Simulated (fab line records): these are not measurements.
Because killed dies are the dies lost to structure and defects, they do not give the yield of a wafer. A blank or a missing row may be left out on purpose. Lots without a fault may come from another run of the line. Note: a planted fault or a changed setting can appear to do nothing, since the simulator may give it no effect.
Split-lot trial | flow sky130 | on a route of 708 steps: 5 lots, 23 wafers read

== SPLIT DETAILS ==
At SKY_LDD_HVN_IMPLANT_08, the setting energy_kev was moved away from the recipe's 60 on 10 of the 23 wafers read, by -3.5% to +5.1%. All remaining wafers had this setting at the recipe value.

== FROM THE SPLIT TO THE READING: what the file shows between them, 1 step ==
- SKY_LDD_HVN_STRIP_09: strips in O2/N2

== THE READING ==
LDD_HVN_TW, at SKY_LDD_HVN_TW_MEAS_10. On this fab line, fault-free wafers typically give 1430 with a standard deviation of 7.7.

wafer  | tool, chamber at the split | energy_kev as run | against the recipe | LDD_HVN_TW | against lot-mates on the recipe
L074.1 | implanter-03, 0            | 63.04             | +5.1%              | 1453       | +17
L074.2 | implanter-03, 0            | 60                | recipe             | 1435       | -
L074.3 | implanter-03, 0            | 63.04             | +5.1%              | 1458       | +22
L074.5 | implanter-03, 0            | 63.04             | +5.1%              | 1456       | +20
L074.6 | implanter-03, 0            | 60                | recipe             | 1437       | -
L075.1 | implanter-02, 0            | 58.82             | -2.0%              | 1409       | -12
L075.3 | implanter-02, 0            | 58.82             | -2.0%              | 1411       | -10
L075.4 | implanter-02, 0            | 60                | recipe             | 1417       | -
L075.5 | implanter-02, 0            | 60                | recipe             | 1424       | -
L075.6 | implanter-02, 0            | 60                | recipe             | 1422       | -
L076.1 | implanter-03, 0            | 60                | recipe             | 1429       | -
L076.2 | implanter-03, 0            | 60                | recipe             | 1426       | -
L076.5 | implanter-03, 0            | 60                | recipe             | 1422       | -
L083.1 | implanter-02, 0            | 60                | recipe             | 1431       | -
L083.2 | implanter-02, 0            | 62.05             | +3.4%              | 1447       | +17
L083.3 | implanter-02, 0            | 62.05             | +3.4%              | 1443       | +13
L083.4 | implanter-02, 0            | 60                | recipe             | 1429       | -
L083.5 | implanter-02, 0            | 62.05             | +3.4%              | 1446       | +16
L085.1 | implanter-04, 0            | 57.89             | -3.5%              | 1418       | -13
L085.2 | implanter-04, 0            | 60                | recipe             | 1431       | -
L085.3 | implanter-04, 0            | 57.89             | -3.5%              | 1411       | -20
L085.4 | implanter-04, 0            | 60                | recipe             | 1425       | -
L085.6 | implanter-04, 0            | 60                | recipe             | 1436       | -

THE FIT
A straight line over all 23 wafers: LDD_HVN_TW changes by +5.31 for each +1% of energy_kev; r = +0.92; the points scatter about the line by 5.6.
The same after taking each lot's own level away (the mean of its wafers on the recipe; 23 wafers): +4.29 for each +1%; r = +0.96; scatter 3.
Per that fit: largest energy_kev move, reading shift of 22.
The lots' own levels span 1421.0 to 1436.0, that is 1.9 times the standard deviation above.
In other words, the slope is changed by the lot-to-lot level; the two fits disagree.
Check: with one of the wafers moved furthest among these (+5.1%) left out of the fit, the line predicts +22.2 for it against its lot-mates. Against them it came out at +17.

== OTHER SPLITS ON THESE WAFERS ==
These wafers also went through other splits before the reading. Each is held against what the fit with the lots' levels taken away leaves over:
other split on the same wafers       | wafers away from the commonest value | r with LDD_HVN_TW (lot level and that fit taken away)
SKY_POLY_GATE_ETCH_15 pressure_mtorr | 15                                   | -0.14
SKY_POLY_GATE_OXIDATION_20 temp_c    | 18                                   | +0.13
SKY_LDD_N_IMPLANT_10 energy_kev      | 8                                    | -0.08
SKY_LDD_P_DEVELOP_06 develop_time_s  | 7                                    | -0.04
SKY_LDD_P_IMPLANT_09 energy_kev      | 9                                    | +0.15

== THE WHOLE CHAIN: every reading that the file lists as answering this split, in the file's order ==
step                   | what it does | reading                                                         | change (the file's fit)               | r (the file's)
SKY_LDD_HVN_IMPLANT_08 |              | implant.rp_nm (the simulator's own value, which no gauge read)  | +0.57 nm for each +1% of the setting  | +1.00
SKY_LDD_HVN_IMPLANT_08 |              | implant.drp_nm (the simulator's own value, which no gauge read) | +0.244 nm for each +1% of the setting | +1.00
SKY_LDD_HVN_TW_MEAS_10 |              | LDD_HVN_TW                                                      | +4.28 for each +1% of the setting     | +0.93

== THE FILE'S OWN FIT ==
LDD_HVN_TW changes by +4.28 for each +1% of energy_kev, r = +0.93.
